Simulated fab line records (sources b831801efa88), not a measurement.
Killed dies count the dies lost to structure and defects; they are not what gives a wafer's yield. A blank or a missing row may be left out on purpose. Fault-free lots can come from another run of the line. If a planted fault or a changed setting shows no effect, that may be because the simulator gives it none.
Which of the tools did it? || flow gf180mcu || 6 lots, 18 wafers sampled, at 1 step of a route of 602

== WHAT EACH GAUGE READ, for each wafer ==
GF_M3_CD_MEAS_14: target cd 280 nm.
{"lot": "L284", "measured": "day 21 22:39", "on": "cd sem-02", "cd nm (nm)": "280.5 279.0 281.0"}
{"lot": "L288", "measured": "day 23 05:45", "on": "cd sem-01", "cd nm (nm)": "279.0 280.1 278.4"}
{"lot": "L295", "measured": "day 25 23:27", "on": "cd sem-01", "cd nm (nm)": "280.1 279.7 280.6"}
{"lot": "L299", "measured": "day 27 02:28", "on": "cd sem-02", "cd nm (nm)": "277.9 277.5 277.8"}
{"lot": "L304", "measured": "day 28 09:05", "on": "cd sem-02", "cd nm (nm)": "282.1 281.7 281.4"}
{"lot": "L306", "measured": "day 28 21:52", "on": "cd sem-02", "cd nm (nm)": "278.7 278.9 278.2"}

== EACH LOT AND THE TOOL THAT RAN IT (in order: tool; ch and the chambers of the sampled wafers; start) ==
The record shows no process step preceding these readings.

== THE ANSWER, worked out from the rows above alone ==
Rule: usual is defined by the lots themselves. Put in order of their means at a reading, lots are off if they are a third of the lots or fewer, leave a main group of 4 or more, and stand apart from it by a gap of 3 or more times the standard deviation of the main group's means; of several such gaps the widest counts. A main group whose means are all the same, to the digits that the tables above print for the reading, isn't used. A lot without any number at a reading at which 4 lots or more have one is off too. Where the step has rows for the other lots, those lots are counted as sound.
None of the lots is off at any reading shown; this tells nothing.

== WHAT THE SIMULATOR HAD INSERTED ==
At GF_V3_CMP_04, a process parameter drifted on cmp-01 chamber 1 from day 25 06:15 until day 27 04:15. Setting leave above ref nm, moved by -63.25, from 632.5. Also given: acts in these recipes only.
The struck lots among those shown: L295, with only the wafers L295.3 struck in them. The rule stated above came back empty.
